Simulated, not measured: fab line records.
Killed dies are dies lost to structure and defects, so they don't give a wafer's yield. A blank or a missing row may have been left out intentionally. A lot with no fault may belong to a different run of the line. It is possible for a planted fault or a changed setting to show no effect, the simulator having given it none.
Matching of chambers    flow sky130    3 sister chambers for SKY_CONTACT_HDPCVD_02 on hdpcvd-01
The step deposits SiO2, target thk 565 nm, time 94.2 s. 6 wafers are shown with their chamber, then 7 later ones without.

WAFERS PAIRED WITH THEIR CHAMBERS
wafer   chamber  sih4 flow sccm (sccm)
L659.4  1        59.88
L660.2  2        60.12
L660.3  0        60.08
L660.4  0        59.87
L662.3  2        59.70
L662.4  1        60.07

WAFERS WITHOUT THEIR CHAMBER
wafer   sih4 flow sccm (sccm)
L662.5  59.79
L663.2  59.85
L663.3  59.87
L663.4  60.13
L664.3  59.91
L664.5  59.73
L664.6  59.87

CHAMBER TAKEN BY EACH
wafer   from the rows above           in truth
L662.5  can't be placed: 2 or 0 or 1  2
L663.2  can't be placed: 2 or 0 or 1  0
L663.3  can't be placed: 2 or 0 or 1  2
L663.4  can't be placed: 1 or 0 or 2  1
L664.3  can't be placed: 2 or 0 or 1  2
L664.5  can't be placed: 2 or 0 or 1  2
L664.6  can't be placed: 2 or 0 or 1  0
Correctly placed: 0 of 7. Cannot be placed on the basis of these rows: 7; the candidates contain the true chamber in 7. Number placed wrongly: 0.
How it was worked out, from the rows above alone: a wafer's distance from a chamber is the root of the sum, over the readings, of the square of ((its reading less the chamber's mean) divided by the reading's scatter). If the next closest chamber is less than 2 further off than the closest, the wafer can't be placed; otherwise it belongs to the closest. The mean given for a chamber averages the wafers shown for that chamber. How the scatter is found: for the shown wafers, subtract from each reading the mean of its chamber, square and add these, divide the total by (wafers less chambers), then take the root.
